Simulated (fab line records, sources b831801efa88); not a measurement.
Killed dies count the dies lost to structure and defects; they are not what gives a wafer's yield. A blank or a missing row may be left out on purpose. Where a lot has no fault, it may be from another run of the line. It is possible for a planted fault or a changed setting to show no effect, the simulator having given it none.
The tool behind it: which one?    flow sky130    12 lots, 36 wafers sampled, at 5 steps of a route of 708

== WHAT THE GAUGES READ, wafer by wafer ==
SKY_VIA1_RS_MEAS_22: the measuring method here is four-point-probe. Usual: VIA1_W_RS typically reads 0.422 ohm/sq, with standard deviation 0.0061.
lot   measured      on             VIA1_W_RS (ohm/sq)  flag
L854  day 34 05:07  film-metro-01  0.435 0.432 0.432   
L855  day 34 13:55  film-metro-01  0.419 0.413 0.419   
L857  day 35 14:14  film-metro-04  0.423 0.424 0.425   
L859  day 35 23:01  film-metro-04  0.426 0.424 0.430   
L860  day 36 06:16  film-metro-02  0.416 0.424 0.423   
L861  day 36 10:21  film-metro-01  0.428 0.421 0.432   
L862  day 36 22:17  film-metro-01  0.420 0.425 0.430   
L863  day 37 03:49  film-metro-04  0.425 0.413 0.422   
L864  day 37 12:56  film-metro-01  0.430 0.430 0.423   
L865  day 38 03:28  film-metro-01  0.416 0.416 0.421   
L868  day 38 20:28  film-metro-01  0.415 0.421 0.419   
L870  day 39 10:30  film-metro-04  0.429 0.432 0.430   

SKY_VIA1_THK_MEAS_23: measures by xrf. Usual: VIA1_W_THK typically reads 275 nm, with standard deviation 4.3.
lot   measured      on             VIA1_W_THK (nm)  flag
L854  day 34 05:14  film-metro-01  267 269 270      
L855  day 34 14:02  film-metro-01  276 281 277      
L857  day 35 14:20  film-metro-04  273 273 272      
L859  day 35 23:07  film-metro-04  272 271 269      
L860  day 36 06:23  film-metro-02  279 275 277      
L861  day 36 10:28  film-metro-01  270 273 266      
L862  day 36 22:24  film-metro-01  276 273 268      
L863  day 37 03:56  film-metro-04  272 280 276      
L864  day 37 13:02  film-metro-01  269 268 272      
L865  day 38 03:35  film-metro-01  280 279 276      
L868  day 38 20:35  film-metro-01  280 276 276      
L870  day 39 10:37  film-metro-04  268 267 268      

SKY_VIA2_THK_MEAS_01. Usual: VIA2_HDPCVD_THK typically reads 1183 nm, with standard deviation 13.
lot   measured      on             VIA2_HDPCVD_THK (nm)  flag
L854  day 35 09:05  film-metro-01  1168 1176 1170        
L855  day 35 17:32  film-metro-01  1182 1182 1185        
L857  day 36 17:29  film-metro-03  1196 1185 1164        
L859  day 37 02:41  film-metro-04  1164 1167 1190        
L860  day 37 09:59  film-metro-03  1185 1190 1189        
L861  day 37 14:07  film-metro-03  1186 1163 1187        
L862  day 38 01:56  film-metro-03  1167 1194 1177        
L863  day 38 07:41  film-metro-04  1167 1173 1177        
L864  day 38 16:11  film-metro-01  1205 1201 1186        
L865  day 39 05:40  film-metro-03  1201 1208 1176        
L868  day 39 22:45  film-metro-03  1208 1194 2183        OFF
L870  day 40 13:10  film-metro-04  1207 1196 2184        OFF

SKY_VIA2_BOW_MEAS_03. Usual: VIA2_BOW typically reads 88 um, with standard deviation 7.3.
lot   measured      on             VIA2_BOW (um)  flag
L854  day 35 09:28  film-metro-03  84 95 88       
L855  day 35 17:54  film-metro-04  78 73 89       
L857  day 36 17:56  film-metro-03  100 106 100    
L859  day 37 03:04  film-metro-03  86 91 93       
L860  day 37 10:21  film-metro-03  100 103 90     
L861  day 37 14:29  film-metro-04  86 90 93       
L862  day 38 02:31  film-metro-03  86 84 83       
L863  day 38 08:07  film-metro-03  80 92 88       
L864  day 38 16:33  film-metro-04  89 85 87       
L865  day 39 06:02  film-metro-03  70 78 89       
L868  day 39 23:07  film-metro-03  103 95 97      
L870  day 40 13:32  film-metro-03  94 94 87       

== WHICH TOOL RAN EACH LOT (tool, then ch and the chambers of the sampled wafers, then the start) ==
lot   SKY_VIA2_HDPCVD_00
L854  hdpcvd-01 ch 0,1, day 35 08:57
L855  hdpcvd-02 ch 0,2, day 35 17:25
L857  hdpcvd-02 ch 0,1, day 36 17:17
L859  hdpcvd-01 ch 0,2, day 37 02:32
L860  hdpcvd-02 ch 0,1,2, day 37 09:52
L861  hdpcvd-02 ch 0,1, day 37 13:59
L862  hdpcvd-01 ch 0,2, day 38 01:47
L863  hdpcvd-01 ch 0,1, day 38 07:33
L864  hdpcvd-01 ch 0,2, day 38 16:03
L865  hdpcvd-01 ch 1,2, day 39 05:32
L868  hdpcvd-01 ch 1,2, day 39 22:38
L870  hdpcvd-01 ch 0,1,2, day 40 13:02
- SKY_VIA2_HDPCVD_00: deposits SiO2, target thk 1180 nm, time 196.7 s.

== AS READ BY THE TOOLS THEMSELVES (means over the sampled wafers that have a number; for cases with no such wafer, the mark the record gives instead) ==
SKY_VIA2_HDPCVD_00. Usual: sih4-flow-sccm at 60.01 sccm, with a standard deviation of 0.2.
lot   tool       sih4-flow-sccm (sccm)  flag
L854  hdpcvd-01  60.01                  
L855  hdpcvd-02  60.06                  
L857  hdpcvd-02  60.09                  
L859  hdpcvd-01  59.95                  
L860  hdpcvd-02  60.04                  
L861  hdpcvd-02  60.00                  
L862  hdpcvd-01  59.90                  
L863  hdpcvd-01  59.93                  
L864  hdpcvd-01  60.10                  
L865  hdpcvd-01  59.85                  
L868  hdpcvd-01  59.68                  
L870  hdpcvd-01  59.86                  

== THE ANSWER, worked out from the rows above alone ==
Rule: a lot is off if the mean of its wafers that have a number lies more than 3 standard deviations from the usual mean. Also off: a lot with no number at a reading for which 4 or more lots have one. Any other lot the step has rows for is counted as sound. After the gauges, taken in route order, come the tools' own readings; for these a lot's mean is taken, as printed above. At the first step where some lot is off, the reading lying furthest off is the one used; lots without a number count as furthest.
Off: at SKY_VIA2_THK_MEAS_01 (VIA2_HDPCVD_THK), L868, L870.
If a tool, at a process step before that reading, ran all the lots that are off and no sound lot after the first of them, it fits. Those tools and the gauges at SKY_VIA2_THK_MEAS_01 are tried in the same way. One fits: SKY_VIA2_HDPCVD_00 on hdpcvd-01. Its last sound lot is L865 (day 39 05:32), its first lot that is off L868 (day 39 22:38): a fault that began between those two fits.

== WHAT WAS PUT IN BY THE SIMULATOR ==
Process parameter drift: hdpcvd-01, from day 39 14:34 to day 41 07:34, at SKY_VIA2_HDPCVD_00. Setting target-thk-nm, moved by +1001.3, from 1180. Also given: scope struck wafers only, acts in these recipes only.
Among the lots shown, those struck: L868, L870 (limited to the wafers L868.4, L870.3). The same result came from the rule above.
